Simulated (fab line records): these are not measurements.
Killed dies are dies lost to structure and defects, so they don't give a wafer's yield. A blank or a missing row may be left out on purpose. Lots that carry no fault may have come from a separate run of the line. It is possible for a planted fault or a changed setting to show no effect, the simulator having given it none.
Split-lot experiment    flow sfq_line    route with 325 steps; 5 lots, 13 wafers read

## ABOUT THE SPLIT
At SFQ_TRILAYER_M0_LITHO_COAT_021 (resist thk 600 nm), the setting resist_thk_nm was moved away from the recipe's 600 nm on 5 of the 13 wafers read, by -2.4% to +5.0%. This setting was run at the recipe's value on the other wafers.

## FROM THE SPLIT TO THE READING: what the file shows between them, 3 steps
- SFQ_TRILAYER_M0_LITHO_SOFTBAKE_025
- SFQ_TRILAYER_M0_LITHO_EXPOSE_022: exposes mask M0, target cd 500 nm
- SFQ_TRILAYER_M0_LITHO_DEVELOP_023: time 60 s

## THE READING
KrF_of_TRILAYER_M0_LITHO_COAT_021.thk_nm (the simulator's own value, which no gauge read), in nm, at SFQ_TRILAYER_M0_BARC_OPEN_METAL_ETCH_031 (etches BARC in O2, target depth 125 nm, time 41.7 s). The file does not state a usual value for it. Here, 8 wafers ran the recipe; their average is 523.3 nm with a standard deviation of 1.5 nm.

wafer   tool, chamber at the split  resist_thk_nm as run, nm  against the recipe  KrF_of_TRILAYER_M0_LITHO_COAT_021.thk_nm, nm  against lot-mates on the recipe
L074.1  litho_track-01, 0           600                       recipe              524.2                                         -
L074.2  litho_track-01, 0           600                       recipe              523.8                                         -
L074.5  litho_track-01, 0           600                       recipe              525.4                                         -
L075.3  litho_track-04, 0           629.7                     +5.0%               552.6                                         no lot-mate on the recipe
L075.5  litho_track-04, 0           629.7                     +5.0%               554.8                                         no lot-mate on the recipe
L076.1  litho_track-04, 0           600                       recipe              521.3                                         -
L076.3  litho_track-04, 0           585.4                     -2.4%               504.6                                         -16.7
L076.4  litho_track-04, 0           585.4                     -2.4%               505.9                                         -15.4
L083.1  litho_track-02, 0           600                       recipe              520.7                                         -
L083.4  litho_track-02, 0           600                       recipe              523.7                                         -
L084.2  litho_track-01, 0           600                       recipe              523.9                                         -
L084.3  litho_track-01, 0           623.2                     +3.9%               545.8                                         +22.0
L084.5  litho_track-01, 0           600                       recipe              523.7                                         -

THE FIT
A straight line over all 13 wafers: KrF_of_TRILAYER_M0_LITHO_COAT_021.thk_nm changes by +6.36 nm for each +1% of resist_thk_nm; r = +0.99; the points scatter about the line by 1.8 nm.
The same after taking each lot's own level away (the mean of its wafers on the recipe; 11 wafers): +6.08 nm for each +1%; r = +0.99; scatter 1.1 nm.
The reading moves by 30 nm for the largest change in resist_thk_nm, on that fit.
Measured against the standard deviation above, the lots' own levels, which go from 521.30 to 524.47 nm, span 2.2 times it.
So the lot-to-lot level changes the slope little: the two slopes agree.
Check: for one of the wafers moved furthest among these (+3.9%), held out of the fit, the line's prediction against its lot-mates is +25.5 nm. Against them it came out at +22 nm.

## THESE WAFERS: OTHER SPLITS
Other splits were also applied to these wafers ahead of the reading. Each is held against what the fit with the lots' levels taken away leaves over:
other split on the same wafers                    wafers away from the commonest value  r with KrF_of_TRILAYER_M0_LITHO_COAT_021.thk_nm (lot level and that fit taken away)
SFQ_TRILAYER_L0_LITHO_COAT_010 resist_thk_nm      2                                     +0.43
SFQ_TRILAYER_L0_LITHO_PEB_008 peb_temp_c          4                                     +0.25
SFQ_TRILAYER_L0_VIA_LITHO_COAT_013 resist_thk_nm  5                                     +0.18
SFQ_TRILAYER_M0_DEP_SPUTTER_019 time_s            0                                     -

## THE WHOLE CHAIN: every reading that the file lists as answering this split, in the file's order
step                                      what it does                                         reading                                                                                    change (the file's fit)               r (the file's)
SFQ_TRILAYER_M0_LITHO_COAT_021            resist thk 600 nm                                    KrF_of_TRILAYER_M0_LITHO_COAT_021.thk_nm (the simulator's own value, which no gauge read)  +5.85 nm for each +1% of the setting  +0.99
SFQ_TRILAYER_M0_BARC_OPEN_METAL_ETCH_031  etches BARC in O2, target depth 125 nm, time 41.7 s  KrF_of_TRILAYER_M0_LITHO_COAT_021.thk_nm (the simulator's own value, which no gauge read)  +5.96 nm for each +1% of the setting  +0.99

## FILE'S OWN FIT
KrF_of_TRILAYER_M0_LITHO_COAT_021.thk_nm changes by +5.96 nm for each +1% of resist_thk_nm, r = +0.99.
